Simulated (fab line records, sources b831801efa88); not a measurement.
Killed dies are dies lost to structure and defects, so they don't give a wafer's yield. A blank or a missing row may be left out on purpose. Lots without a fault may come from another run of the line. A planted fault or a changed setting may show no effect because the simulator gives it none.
A struck lot beside a sound one | flow sky130 | 26 steps out of a route of 708
Sound: wafers L673.3, L673.5, L673.6. Struck: wafers L669.1, L669.2, L669.4. The cause comes at the end.
At each step with rows: each side's tool, then ch and its chambers, then its first start. Under that, the readings that differ: sound wafers | struck wafers | difference of the means | sigmas: that difference in standard deviations of wafers without a fault.
alike: readings whose means differ by less than 2 such deviations, and words and numbers that are the same on both sides. not compared: withheld readings, readings that some wafer has no value for, bounds like >300 that may hide the same value, and numbers for which the record gives no deviation and whose values overlap.
The two part at a step that has a row with sigmas, a row that says differs or no value, or rows on one side only. Numbers that don't overlap but have no deviation are shown without sigmas and don't part them. A reading that every wafer of one side lacks parts them only if that side has two wafers or more.

first, 2 steps without rows for these wafers: SKY_METAL4_PEB_11; SKY_METAL4_DEVELOP_12 (develop time 60 s).
SKY_METAL4_CD_MEAS_13: target cd 300 nm.
  sound on cd_sem-01, day 45 17:37; struck on cd_sem-02, day 45 13:52
  alike: cd_nm
SKY_METAL4_OVL_MEAS_14:
  sound on overlay-02, day 45 17:42; struck on overlay-01, day 45 13:59
  alike: METAL4_OVL
SKY_METAL4_DESCUM_15: chemistry O2, time 8 s.
  sound on rie_metal-02 ch 1, day 45 17:45; struck on rie_metal-02 ch 1, day 45 14:01
  alike: drypump_motor_current_A, oes_product_au
  not compared: rf_hours_counter_h
then, 2 steps without rows for these wafers: SKY_METAL4_ETCH_16 (etches BARC in N2/H2, stops on SiO2, time 88.2 s, target depth 60 nm); SKY_METAL4_ETCH_17 (etches SiO2 in C4F8/O2/Ar, stops on TiN, time 3.9 s, target depth 15 nm).
SKY_METAL4_METAL_ETCH_18: etches the open film in Cl2/BCl3, stops on SiO2, target depth 845 nm, time 183.1 s.
  sound on rie_metal-03 ch 0,1, day 45 18:04; struck on rie_metal-01 ch 0,1, day 45 14:18
  alike: drypump_motor_current_A, mfc_cl2_sccm, oes_product_au, throttle_valve_pct
  not compared: rf_hours_counter_h
SKY_METAL4_STRIP_19: strips in O2/N2.
  sound on plasma_asher-03 ch 0,1, day 45 18:13; struck on plasma_asher-02 ch 0,1, day 45 14:29
  alike: drypump_motor_current_A, n2_flow_sccm, oes_product_au, strip_time_to_endpoint_s
  not compared: rf_hours_counter_h
then, 3 steps without rows for these wafers: SKY_METAL4_STRIP_20 (strips in post etch residue remover, time 1200 s); SKY_METAL4_CLEAN_21 (cleans in IPA, time 180 s); SKY_METAL4_CLEAN_22 (cleans in O3/DIW).
SKY_VIA4_HDPCVD_00: deposits SiO2, target thk 1750 nm, time 291.7 s.
  sound on hdpcvd-02 ch 0,1,2, day 45 18:46; struck on hdpcvd-01 ch 1,2, day 45 15:07
  no value came back on the struck wafers for pressure_mtorr (mTorr), run_length_s (s); on the sound wafers pressure_mtorr (mTorr) reads 6.010 5.992 5.988
SKY_VIA4_CMP_02: polishes SiO2.
  sound on cmp-02 ch 2,3, day 45 19:04; struck on cmp-01 ch 0,1,3, day 45 15:21
  alike: motor_current_A, retaining_ring_pressure_frac
SKY_VIA4_BOW_MEAS_03:
  sound on film_metro-03, day 45 19:21; struck on film_metro-02, day 45 15:39
  alike: VIA4_BOW
then, 7 steps without rows for these wafers: SKY_VIA4_DEHYDRATE_04 (time 60 s); SKY_VIA4_HMDS_05 (prime time 60 s); SKY_VIA4_COAT_06 (resist thk 1140 nm); SKY_VIA4_SOFTBAKE_07 (time 60 s); SKY_VIA4_EXPOSE_08 (exposes mask VIM4, target cd 800 nm); SKY_VIA4_PEB_09; SKY_VIA4_DEVELOP_10 (develop time 60 s).
SKY_VIA4_OVL_MEAS_11:
  sound on overlay-02, day 46 15:27; struck on overlay-01, day 46 13:19
  alike: VIA4_OVL
SKY_VIA4_ETCH_12: etches SiO2 in C4F8/O2/Ar, stops on TiN, target depth 580 nm.
  sound on rie_diel-03 ch 0,2,3, day 46 15:29; struck on rie_diel-03 ch 0,2,3, day 46 13:20
  reading                  | sound             | struck            | difference | sigmas
  oes_product_au (a.u.)    | 0.927 0.927 0.924 | 0.373 0.371 0.370 | -0.555     | -99 or more
  model.etch.depth_nm (nm) | 579.3 579.4 580   | 0 0 0             | -580       |
SKY_VIA4_STRIP_13: strips in O2/N2.
  sound on plasma_asher-02 ch 0,1, day 46 15:35; struck on plasma_asher-01 ch 0,1, day 46 13:25
  alike: drypump_motor_current_A, n2_flow_sccm, oes_product_au, strip_time_to_endpoint_s
  not compared: rf_hours_counter_h
-- the record jumps here: 3 days lie between the struck wafers' starts before and after (it left off in module VIA4 and takes up again in module PAD_OPEN, whose first step shown is number 708 of the route) --
SKY_PAD_OPEN_PROBE_99:
  sound on prober-01, day 49 08:13; struck on prober-02, day 49 05:07
  reading                  | sound          | struck         | difference | sigmas
  defect_limited_yield (%) | 81.9 81.9 80.9 | 0 0 0          | -82        | -41
  killed_at_M0_to_M3       | 49 43 43       | 11 10 11       | -34        | -5
  killed_at_M4_up          | 4 7 7          | 469 480 470    | +467       | +99 or more
  killed_at_contacts       | 23 21 27       | 8 1 9          | -18        | -3
  killed_at_front_end      | 13 18 17       | 4 1 2          | -14        | -3
  killed_dies              | 89 89 94       | 492 492 492    | +401       | +41
  killed_on_rim            | 19 21 21       | 96 96 96       | +76        | +20
  killed_open              | 42 46 48       | 9 7 10         | -37        | -5
  killed_short             | 45 43 46       | 14 5 13        | -34        | -5
  sort_bin_3_pad_short (%) | 1.2 0.6 1.2    | 24.8 21.5 27.0 | +23.4      | +56
  sort_bin_5_function (%)  | 10.4 12.6 10.8 | 72.6 76.0 70.3 | +61.7      | +41
  sort_bin_6_memory (%)    | 6.5 4.9 7.1    | 2.6 2.4 2.6    | -3.6       | -3
  sort_n_pass              | 403 403 398    | 0 0 0          | -401       | -41
  sort_yield_pct (%)       | 81.9 81.9 80.9 | 0 0 0          | -82        | -41
  alike: killed_at_other

WHERE THEY PART
First at SKY_VIA4_HDPCVD_00; last, within this record, at SKY_PAD_OPEN_PROBE_99.

WHY: what the simulator had put in
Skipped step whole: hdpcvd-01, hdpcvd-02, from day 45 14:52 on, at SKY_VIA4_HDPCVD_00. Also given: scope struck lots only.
